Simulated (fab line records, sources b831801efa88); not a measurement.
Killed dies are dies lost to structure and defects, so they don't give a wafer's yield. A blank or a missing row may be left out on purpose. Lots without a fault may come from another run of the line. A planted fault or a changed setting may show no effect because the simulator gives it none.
Tool commonality check | flow gf180mcu | 11 lots, 33 wafers sampled

WHY IT WAS OPENED
At GF_STI_THK_MEAS_04 the reading STI_CVD_03_THK is flagged on 1 of 11 lots. Wafers without a fault read 207.7 nm, standard deviation 2.5.
Rule: a lot is flagged when every wafer of it that has a number lies more than 4 standard deviations from that mean, or none has a number. The other lots count as sound.

lot  | measured    | on            | STI_CVD_03_THK (nm), wafer by wafer | flag
L138 | day 1 13:34 | film_metro-02 | 209.6 208.2 208.1                   |
L139 | day 1 18:34 | film_metro-03 | 208.5 206.7 208.9                   |
L140 | day 2 02:14 | film_metro-04 | 203.8 204.5 204.4                   |
L141 | day 2 05:38 | film_metro-03 | 206.6 208.6 205.6                   |
L143 | day 2 14:34 | film_metro-03 | 212.9 214.1 211.5                   |
L146 | day 3 06:10 | film_metro-03 | 208.3 208.1 209.1                   |
L147 | day 3 10:34 | film_metro-03 | 206.8 208.2 205.8                   |
L148 | day 3 15:34 | film_metro-04 | 209.5 210.1 206.3                   |
L151 | day 4 07:34 | film_metro-02 | 202.4 201.8 202.8                   |
L152 | day 4 11:44 | film_metro-02 | 165.5 164.4 166.3                   | FLAGGED
L160 | day 6 03:34 | film_metro-02 | 205.9 206.1 205.2                   |
The numbers of the flagged lots are 165.4 nm on average: -42.3 nm against the usual, or -17 standard deviations.

WHICH TOOL RAN EACH LOT
The record holds 1 process step before the reading, out of a route of 602 steps. In each cell: the tool, then ch and the chambers that the sampled wafers went through, then the start.
lot  | flag    | GF_STI_CVD_03
L138 |         | lpcvd-01 ch 1, day 1 11:34
L139 |         | lpcvd-01 ch 1, day 1 16:34
L140 |         | lpcvd-01 ch 1, day 1 23:14
L141 |         | lpcvd-01 ch 1, day 2 02:39
L143 |         | lpcvd-02 ch 0, day 2 12:34
L146 |         | lpcvd-02 ch 0, day 3 04:10
L147 |         | lpcvd-02 ch 0, day 3 08:34
L148 |         | lpcvd-02 ch 1, day 3 13:34
L151 |         | lpcvd-01 ch 0, day 4 04:34
L152 | FLAGGED | lpcvd-02 ch 0, day 4 09:46
L160 |         | lpcvd-01 ch 1, day 6 01:34
What these steps do:
- GF_STI_CVD_03: deposits Si3N4 from DCS/NH3, target thk 207.16 nm, time 3551 s.
- GF_STI_THK_MEAS_04

FLAGGED OVER TOTAL, TOOL BY TOOL (the gauges that took the reading come last)
step               | tool          | lots run | flagged | share of the flagged lots | sound lots run after its first flagged lot
GF_STI_CVD_03      | lpcvd-01      | 6        | 0       | none                      | -
GF_STI_CVD_03      | lpcvd-02      | 5        | 1       | all                       | 0
GF_STI_THK_MEAS_04 | film_metro-02 | 4        | 1       | all                       | 1 (L160)
GF_STI_THK_MEAS_04 | film_metro-03 | 5        | 0       | none                      | -
GF_STI_THK_MEAS_04 | film_metro-04 | 2        | 0       | none                      | -

WHAT THE TABLE ALLOWS
2 rows of the table ran every flagged lot: lpcvd-02 at GF_STI_CVD_03, film_metro-02 at GF_STI_THK_MEAS_04.
- lpcvd-02 at GF_STI_CVD_03: 1 of its 5 lots flagged. Its last sound lot is L148 (day 3 13:34), its first flagged lot L152 (day 4 09:46): a fault that began between those two fits. On the flagged lots its readings are blank where sound lots have values: susceptor_temp_C.
- film_metro-02 at GF_STI_THK_MEAS_04: 1 of its 4 lots flagged. Sound lots ran on it after the first flagged one (L160), which a lasting fault on the whole tool wouldn't allow.
One tool is left: lpcvd-02 at GF_STI_CVD_03.

WHAT THE SIMULATOR HAD PUT IN
Process parameter drift: lpcvd-02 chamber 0, from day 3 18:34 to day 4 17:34, at GF_STI_CVD_03. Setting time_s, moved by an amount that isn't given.
Lots struck among those shown: L152. The rule above found the same.
